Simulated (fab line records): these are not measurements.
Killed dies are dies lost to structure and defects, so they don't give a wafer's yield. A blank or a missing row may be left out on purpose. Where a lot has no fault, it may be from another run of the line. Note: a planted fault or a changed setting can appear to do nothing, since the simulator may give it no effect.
Struck lot and sound lot, side by side    flow sfq line    14 out of 325 route steps
Sound: the wafers L452.1, L452.4, L452.6. The struck wafers were L441.4, L441.5, L441.6. The cause is named last.
Per side, at each step with rows, come the tool, then ch with its chambers, and then its first start. Under that, the readings that differ: sound wafers    struck wafers    difference of the means    sigmas: that difference in standard deviations of wafers without a fault.
alike: readings whose means differ by less than 2 such deviations, and words and numbers that are the same on both sides. not compared: withheld readings, readings that some wafer has no value for, bounds like >300 that may hide the same value, and numbers for which the record gives no deviation and whose values overlap.
A row with sigmas, a row that says differs or no value, or rows on one side alone: a step with any of these is where the two part. Numbers that have no deviation but don't overlap get no sigmas and don't part them. A reading that every wafer of one side lacks parts them only if that side has two wafers or more.

first, 3 steps without rows for these wafers: SFQ_TRILAYER_I7_VIA_LITHO_EXPOSE_188 (exposes mask I7, target cd 1000 nm); SFQ_TRILAYER_I7_VIA_LITHO_PEB_190 (peb time 60 s); SFQ_TRILAYER_I7_VIA_LITHO_DEVELOP_189 (time 60 s).
SFQ_I7_OVL_MEAS_947:
  struck on overlay-01, day 86 23:49; sound on overlay-02, day 89 02:55
  alike: I7_OVL
SFQ_TRILAYER_I7_VIA_BARC_OPEN_VIA_ETCH_260: etches BARC in O2, target depth 125 nm, time 41.7 s.
  sound on rie diel-01 ch 0,1,3, day 89 02:58; struck on rie diel-01 ch 0,2,3, day 86 23:49
  alike: bias w, drypump motor current A, oes product au
  not compared: rf hours counter h
SFQ_TRILAYER_I7_VIA_ETCH_VIA_ETCH_190: etches SiO2 in CHF3, stops on Nb, target depth 260 nm.
  sound on rie diel-01 ch 0,1,3, day 89 03:00; struck on rie diel-01 ch 0,2,3, day 86 23:52
  alike: bias w, drypump motor current A, oes product au
SFQ_TRILAYER_I7_VIA_STRIP_STRIP_191: strips in O2.
  sound on rie metal-02 ch 0,1, day 89 03:07; struck on rie metal-03 ch 0,1, day 87 00:11
  alike: drypump motor current A, oes product au
  not compared: rf hours counter h
then, 5 steps without rows for these wafers: SFQ_TRILAYER_I7_VIA_STRIP_SOLV_CLEAN_192 (cleans in NMP, time 600 s); SFQ_TRILAYER_M8_LITHO_LOR_COAT_197; SFQ_TRILAYER_M8_LITHO_LOR_BAKE_198; SFQ_TRILAYER_M8_LITHO_COAT_193 (resist thk 600 nm); SFQ_TRILAYER_M8_LITHO_SOFTBAKE_199.
-- the record jumps here: 4 days lie between the struck wafers' starts before and after --
SFQ_TRILAYER_M8_LITHO_EXPOSE_194: exposes mask M8, target cd 2000 nm.
  sound on krf scanner-01 ch 0, day 92 17:28; struck on krf scanner-01, day 90 19:16
  no value came back on the struck wafers for exposure dose mJ cm2, focus offset nm (nm), reticle temp C (C); on the sound wafers exposure dose mJ cm2 reads 14.419 14.447 14.403
  alike: mask
then, 1 step without rows for these wafers: SFQ_TRILAYER_M8_LITHO_PEB_196 (peb time 60 s).

## WHERE THEY PART
SFQ_TRILAYER_M8_LITHO_EXPOSE_194 only, going by this record.

WHY: what had been put in by the simulator
Skipped step whole: krf scanner-01, from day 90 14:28 on, at SFQ_TRILAYER_M8_LITHO_EXPOSE_194. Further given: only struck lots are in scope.
